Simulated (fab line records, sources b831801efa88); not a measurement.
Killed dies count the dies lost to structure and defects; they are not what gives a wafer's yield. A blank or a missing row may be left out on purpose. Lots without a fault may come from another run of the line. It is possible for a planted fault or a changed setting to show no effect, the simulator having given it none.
Split-lot study | flow sfq-line | route with 325 steps; 5 lots, 23 wafers read

== ON THE SPLIT ==
At SFQ_TRILAYER_M3_LITHO_EXPOSE_076 (exposes mask M3, target cd 500 nm), the setting dose-mj was moved away from the recipe's 14.4 on 10 of the 23 wafers read, by -5.2% to +6.5%. All remaining wafers had this setting at the recipe value.

== FROM THE SPLIT TO THE READING: what the file shows between them, 3 steps ==
- SFQ_TRILAYER_M3_LITHO_PEB_078: peb time 60 s
- SFQ_TRILAYER_M3_LITHO_DEVELOP_077: time 60 s
- SFQ_TRILAYER_M3_BARC_OPEN_METAL_ETCH_100: etches BARC in O2, target depth 125 nm, time 41.7 s

== THE READING ==
M3.cd-nm (the simulator's own value, which no gauge read), in nm, at SFQ_TRILAYER_M3_ETCH_METAL_ETCH_078 (etches Nb in Cl2/Ar, stops on SiO2, target depth 240 nm, time 120 s). No usual value for it is given in the file. Average 498.8 nm, standard deviation 2.3 nm, over the 13 wafers here run with the recipe.

wafer  | tool, chamber at the split | dose-mj as run | against the recipe | M3.cd-nm, nm | against lot-mates on the recipe
L075.1 | krf-scanner-01, 0          | 14.4           | recipe             | 501.5        | -
L075.3 | krf-scanner-01, 0          | 14.4           | recipe             | 502          | -
L075.6 | krf-scanner-01, 0          | 14.4           | recipe             | 502          | -
L076.1 | krf-scanner-01, 0          | 14.4           | recipe             | 497.5        | -
L076.2 | krf-scanner-01, 0          | 14.4           | recipe             | 495.9        | -
L076.3 | krf-scanner-01, 0          | 15.33          | +6.5%              | 488          | -8.5
L076.4 | krf-scanner-01, 0          | 14.4           | recipe             | 496.1        | -
L076.5 | krf-scanner-01, 0          | 15.33          | +6.5%              | 488.4        | -8.1
L079.1 | krf-scanner-02, 0          | 13.76          | -4.4%              | 507.9        | +7.1
L079.2 | krf-scanner-02, 0          | 14.4           | recipe             | 500.7        | -
L079.4 | krf-scanner-02, 0          | 13.76          | -4.4%              | 508.1        | +7.4
L079.5 | krf-scanner-02, 0          | 13.76          | -4.4%              | 507.4        | +6.6
L079.6 | krf-scanner-02, 0          | 14.4           | recipe             | 500.8        | -
L082.1 | krf-scanner-01, 0          | 14.4           | recipe             | 495.7        | -
L082.3 | krf-scanner-01, 0          | 14.4           | recipe             | 497.6        | -
L082.4 | krf-scanner-01, 0          | 14.4           | recipe             | 499.1        | -
L082.5 | krf-scanner-01, 0          | 13.65          | -5.2%              | 507.4        | +9.9
L082.6 | krf-scanner-01, 0          | 13.65          | -5.2%              | 510.5        | +13.0
L085.1 | krf-scanner-02, 0          | 14.4           | recipe             | 496.1        | -
L085.3 | krf-scanner-02, 0          | 15.08          | +4.7%              | 489.4        | -8.2
L085.4 | krf-scanner-02, 0          | 14.4           | recipe             | 499.2        | -
L085.5 | krf-scanner-02, 0          | 15.08          | +4.7%              | 492          | -5.6
L085.6 | krf-scanner-02, 0          | 15.08          | +4.7%              | 488.9        | -8.8

FIT RESULTS
A straight line over all 23 wafers: M3.cd-nm changes by -1.84 nm for each +1% of dose-mj; r = -0.95; the points scatter about the line by 2 nm.
The same after taking each lot's own level away (the mean of its wafers on the recipe; 23 wafers): -1.63 nm for each +1%; r = -0.97; scatter 1.5 nm.
The reading moves by 11 nm for the largest change in dose-mj, on that fit.
Across the lots, their own levels run from 496.50 to 501.83 nm, a range of 2.3 times the standard deviation given above.
Thus the slope moves with the lot-to-lot level: the two fits are different.
Check: -10.4 nm against its lot-mates is what the line predicts for one of the wafers moved furthest among these (+6.5%) when that wafer is left out of the fit. Against them it came out at -8.5 nm.

== THESE WAFERS: OTHER SPLITS ==
Before the reading, these wafers also passed through other splits. Each is held against what the fit with the lots' levels taken away leaves over:
other split on the same wafers               | wafers away from the commonest value | r with M3.cd-nm (lot level and that fit taken away)
SFQ_TRILAYER_I2_VIA_LITHO_EXPOSE_068 dose-mj | 9                                    | -0.07

== THE WHOLE CHAIN: every reading that the file lists as answering this split, in the file's order ==
step                                     | what it does                                                        | reading                                                   | change (the file's fit)              | r (the file's)
SFQ_TRILAYER_M3_BARC_OPEN_METAL_ETCH_100 | etches BARC in O2, target depth 125 nm, time 41.7 s                 | M3.cd-nm (the simulator's own value, which no gauge read) | -1.54 nm for each +1% of the setting | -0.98
SFQ_TRILAYER_M3_ETCH_METAL_ETCH_078      | etches Nb in Cl2/Ar, stops on SiO2, target depth 240 nm, time 120 s | M3.cd-nm (the simulator's own value, which no gauge read) | -1.63 nm for each +1% of the setting | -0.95

== THE FILE'S OWN FIT ==
M3.cd-nm changes by -1.63 nm for each +1% of dose-mj, r = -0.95.
